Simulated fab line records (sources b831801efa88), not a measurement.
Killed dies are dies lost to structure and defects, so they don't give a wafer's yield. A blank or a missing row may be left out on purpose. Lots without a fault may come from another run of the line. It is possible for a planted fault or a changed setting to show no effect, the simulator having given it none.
Which tool was responsible? | flow gf180mcu | 30 wafers from 10 lots sampled at 6 of the route's 602 steps

== WHAT THE GAUGES READ, wafer by wafer ==
GF_V5_CD_MEAS_14: target cd 260 nm.
lot  | measured     | on        | cd nm (nm)
L882 | day 27 05:53 | cd sem-02 | 259.9 260.7 260.6
L885 | day 28 08:22 | cd sem-01 | 260.4 260.1 261.4
L886 | day 28 12:10 | cd sem-01 | 257.9 258.8 259.0
L892 | day 30 19:16 | cd sem-02 | 259.2 258.4 257.2
L894 | day 31 04:40 | cd sem-01 | 259.6 260.3 259.2
L897 | day 32 00:01 | cd sem-01 | 258.4 258.0 257.5
L900 | day 32 13:37 | cd sem-02 | 261.8 262.4 262.1
L902 | day 33 07:41 | cd sem-01 | 260.1 260.4 260.3
L903 | day 33 08:01 | cd sem-02 | 260.1 259.7 260.2
L904 | day 33 17:53 | cd sem-01 | 259.6 258.9 258.8

GF_TOP_METAL_RS_MEAS_05: uses a four-point probe to measure.
lot  | measured     | on            | TOP_METAL_ALCU_RS (ohm/sq)
L882 | day 27 07:41 | film metro-02 | 0.0329 0.0326 0.0328
L885 | day 28 10:08 | film metro-02 | 0.0323 0.0321 0.0320
L886 | day 28 13:58 | film metro-01 | 0.0327 0.0329 0.0333
L892 | day 30 21:02 | film metro-04 | 0.0374 0.0331 0.0329 0.0372 0.0331 0.0329
L894 | day 31 06:52 | film metro-04 | 0.0326 0.0371 0.0329 0.0327 0.0372 0.0329
L897 | day 32 01:47 | film metro-02 | 0.0333 0.0330 0.0328
L900 | day 32 15:46 | film metro-01 | 0.0331 0.0328 0.0331
L902 | day 33 09:28 | film metro-01 | 0.0327 0.0329 0.0331
L903 | day 33 09:47 | film metro-04 | 0.0329 0.0332 0.0331
L904 | day 33 19:41 | film metro-01 | 0.0326 0.0323 0.0324

GF_TOP_METAL_THK_MEAS_06: measures by xrf.
lot  | measured     | on            | TOP_METAL_ALCU_THK (nm)
L882 | day 27 07:48 | film metro-02 | 892 903 899
L885 | day 28 10:14 | film metro-02 | 911 918 916
L886 | day 28 14:04 | film metro-01 | 895 890 880
L892 | day 30 23:53 | film metro-04 | 783 888 886 781 887 886
L894 | day 31 16:14 | film metro-04 | 894 787 886 892 786 885
L897 | day 32 01:53 | film metro-02 | 877 887 897
L900 | day 32 15:52 | film metro-01 | 890 898 891
L902 | day 33 09:34 | film metro-01 | 899 896 892
L903 | day 33 09:54 | film metro-04 | 892 881 884
L904 | day 33 19:47 | film metro-01 | 898 914 906

== TOOL THAT RAN EACH LOT (tool first, then ch and the chambers of the sampled wafers, then the start) ==
lot  | GF_V5_ETCH_16                      | GF_TOP_METAL_SPUTTER_02      | GF_TOP_METAL_SPUTTER_04
L882 | rie diel-03 ch 0,1,3, day 27 06:03 | pvd sputter-04, day 27 07:35 | pvd sputter-04, day 27 07:39
L885 | rie diel-04 ch 0,2,3, day 28 08:29 | pvd sputter-01, day 28 10:00 | pvd sputter-01, day 28 10:04
L886 | rie diel-02 ch 0,1,3, day 28 12:18 | pvd sputter-04, day 28 13:51 | pvd sputter-04, day 28 13:55
L892 | rie diel-04 ch 0,1,3, day 30 19:24 | pvd sputter-04, day 30 20:55 | pvd sputter-04, day 30 20:59
L894 | rie diel-04 ch 1,2,3, day 31 04:48 | pvd sputter-04, day 31 06:46 | pvd sputter-04, day 31 06:49
L897 | rie diel-04 ch 0,3, day 32 00:08   | pvd sputter-02, day 32 01:39 | pvd sputter-02, day 32 01:43
L900 | rie diel-03 ch 0,1, day 32 13:44   | pvd sputter-01, day 32 15:38 | pvd sputter-01, day 32 15:42
L902 | rie diel-04 ch 0,2,3, day 33 07:50 | pvd sputter-01, day 33 09:21 | pvd sputter-01, day 33 09:25
L903 | rie diel-03 ch 1,2, day 33 08:11   | pvd sputter-02, day 33 09:41 | pvd sputter-02, day 33 09:45
L904 | rie diel-02 ch 0,2,3, day 33 18:01 | pvd sputter-01, day 33 19:34 | pvd sputter-01, day 33 19:37
- GF_V5_ETCH_16: etches BARC in N2/H2.
- GF_TOP_METAL_SPUTTER_02: material AlCu, target thk 900 nm, time 47.82 s.
- GF_TOP_METAL_SPUTTER_04: material TiN, target thk 25 nm, time 20.8 s.

== WHAT THE TOOLS THEMSELVES READ (means of the sampled wafers that have a number; where no wafer has one, the mark that the record gives instead) ==
GF_V5_ETCH_16.
lot  | tool        | drypump motor current A (A) | oes product au (a.u.) | throttle valve pct (%)
L882 | rie diel-03 | 5.5                         | 0.852                 | 13.220
L885 | rie diel-04 | 5.6                         | 0.849                 | 13.229
L886 | rie diel-02 | 5.7                         | 0.855                 | 13.221
L892 | rie diel-04 | 5.5                         | 0.858                 | 13.223
L894 | rie diel-04 | 5.7                         | 0.856                 | 13.224
L897 | rie diel-04 | 5.5                         | 0.854                 | 13.235
L900 | rie diel-03 | 5.5                         | 0.856                 | 13.222
L902 | rie diel-04 | 5.6                         | 0.854                 | 13.230
L903 | rie diel-03 | 5.5                         | 0.854                 | 13.220
L904 | rie diel-02 | 5.7                         | 0.855                 | 13.226

GF_TOP_METAL_SPUTTER_02.
lot  | tool           | throttle valve pct (%)
L882 | pvd sputter-04 | 29.4
L885 | pvd sputter-01 | 29.6
L886 | pvd sputter-04 | 29.5
L892 | pvd sputter-04 | 30.0
L894 | pvd sputter-04 | 30.3
L897 | pvd sputter-02 | 30.5
L900 | pvd sputter-01 | 30.1
L902 | pvd sputter-01 | 28.7
L903 | pvd sputter-02 | 31.2
L904 | pvd sputter-01 | 29.0

GF_TOP_METAL_SPUTTER_04.
lot  | tool           | throttle valve pct (%)
L882 | pvd sputter-04 | 29.5
L885 | pvd sputter-01 | 29.8
L886 | pvd sputter-04 | 29.7
L892 | pvd sputter-04 | 29.9
L894 | pvd sputter-04 | 30.2
L897 | pvd sputter-02 | 30.3
L900 | pvd sputter-01 | 30.2
L902 | pvd sputter-01 | 28.8
L903 | pvd sputter-02 | 31.2
L904 | pvd sputter-01 | 29.0

== THE ANSWER, worked out from the rows above alone ==
Rule: what is usual is taken from the lots themselves. Put in order of their means at a reading, lots are off if they are a third of the lots or fewer, leave a main group of 4 or more, and stand apart from it by a gap of 3 or more times the standard deviation of the main group's means; of several such gaps the widest counts. Not used: any main group whose means are identical at the precision the tables above print for the reading. A lot without any number at a reading at which 4 lots or more have one is off too. Where the step has rows for the other lots, those lots are counted as sound. Order of review: gauges by route order, followed by the tools' own readings, for which a lot's mean as printed above is used. At the first step where some lot is off, the reading lying furthest off is the one used; lots without a number count as furthest.
Off: L892, L894, seen at GF_TOP_METAL_RS_MEAS_05 (TOP_METAL_ALCU_RS). Main group: mean 0.0328 ohm/sq, sd 0.00031.
A tool fits if, at a process step before that reading, it ran every lot that is off, and no sound lot after the first of them. Those tools and the gauges at GF_TOP_METAL_RS_MEAS_05 are tried in the same way. One fits: pvd sputter-04 at GF_TOP_METAL_SPUTTER_02 and GF_TOP_METAL_SPUTTER_04. At GF_TOP_METAL_SPUTTER_02 its last sound lot is L886 (day 28 13:51), its first lot that is off L892 (day 30 20:55): a fault that began between those two fits.

== WHAT THE SIMULATOR PUT IN ==
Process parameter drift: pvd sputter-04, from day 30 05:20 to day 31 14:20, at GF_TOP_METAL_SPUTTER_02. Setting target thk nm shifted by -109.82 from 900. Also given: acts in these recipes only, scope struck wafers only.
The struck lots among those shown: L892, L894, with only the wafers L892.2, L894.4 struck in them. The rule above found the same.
